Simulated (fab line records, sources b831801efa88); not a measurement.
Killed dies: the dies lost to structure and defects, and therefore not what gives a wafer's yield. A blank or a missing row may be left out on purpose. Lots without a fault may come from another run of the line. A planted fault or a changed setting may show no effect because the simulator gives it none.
2 desks, one fault | flow sky130 | every desk sees just its own numbers, and what lay behind them comes last

## AT THE METROLOGY DESK
What the gauges read, lot by lot, whatever tool the lot ran on: means of the sampled wafers that have a number. Any lot whose mean is over 4 standard deviations away from the usual mean is out of limits and marked OUT; that distance is given in the brackets.
Columns: A = GATE_OXIDE_OXIDATION_00_THK at SKY_GATE_OXIDE_THK_MEAS_02, usual 10.34 nm; B = GATE_OXIDE_OVL at SKY_GATE_OXIDE_OVL_MEAS_10, usual -0.5 nm
lot  | first seen here | A     | B
L448 | day 15 01:26    | 10.41 | -0.9
L454 | day 17 05:06    | 10.20 | -0.3
L455 | day 17 21:43    | 10.04 | -0.6
L456 | day 18 01:04    | 10.54 | -0.8
L463 | day 20 07:13    | 10.47 | -1.5
L464 | day 20 17:32    | 10.19 | -0.5
This desk's finding: nothing out of limits on any of the 6 lots.

## THE TOOL OWNER'S DESK: implanter-02
The tool's own readings at SKY_GATE_OXIDE_IMPLANT_11: means of the sampled wafers that have a number, for each lot that ran on this tool. Any lot whose mean is over 4 standard deviations away from the usual mean is out of limits and marked OUT; that distance is given in the brackets.
Columns: A = dose-ions-cm2 at SKY_GATE_OXIDE_IMPLANT_11, usual 2.5999e+12
lot  | first seen here | A
L448 | day 16 04:39    | 2.5965e+12
L455 | day 19 03:55    | 2.4959e+12 (-37) OUT
L456 | day 19 06:52    | 2.4983e+12 (-36) OUT
This desk's finding: out of limits on L455, L456; first on L455, day 19 03:55 (dose-ions-cm2 at SKY_GATE_OXIDE_IMPLANT_11). In limits: L448.

## ALL TOGETHER
The tool owner's desk had the chance to raise an alarm at day 19 03:55 on L455, L456.
From the metrology desk's view, nothing was out of limits.
The metrology desk holds a record of L455, L456, inside its limits.
On implanter-02, each named lot ran SKY_GATE_OXIDE_IMPLANT_11.

## WHAT THE SIMULATOR HAD PUT IN
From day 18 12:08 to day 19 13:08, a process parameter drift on implanter-02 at SKY_GATE_OXIDE_IMPLANT_11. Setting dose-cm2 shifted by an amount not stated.
Lots struck among those shown: L455, L456.
Hours from the fault's start to each desk's first reading out of limits: the tool owner's desk, 16.
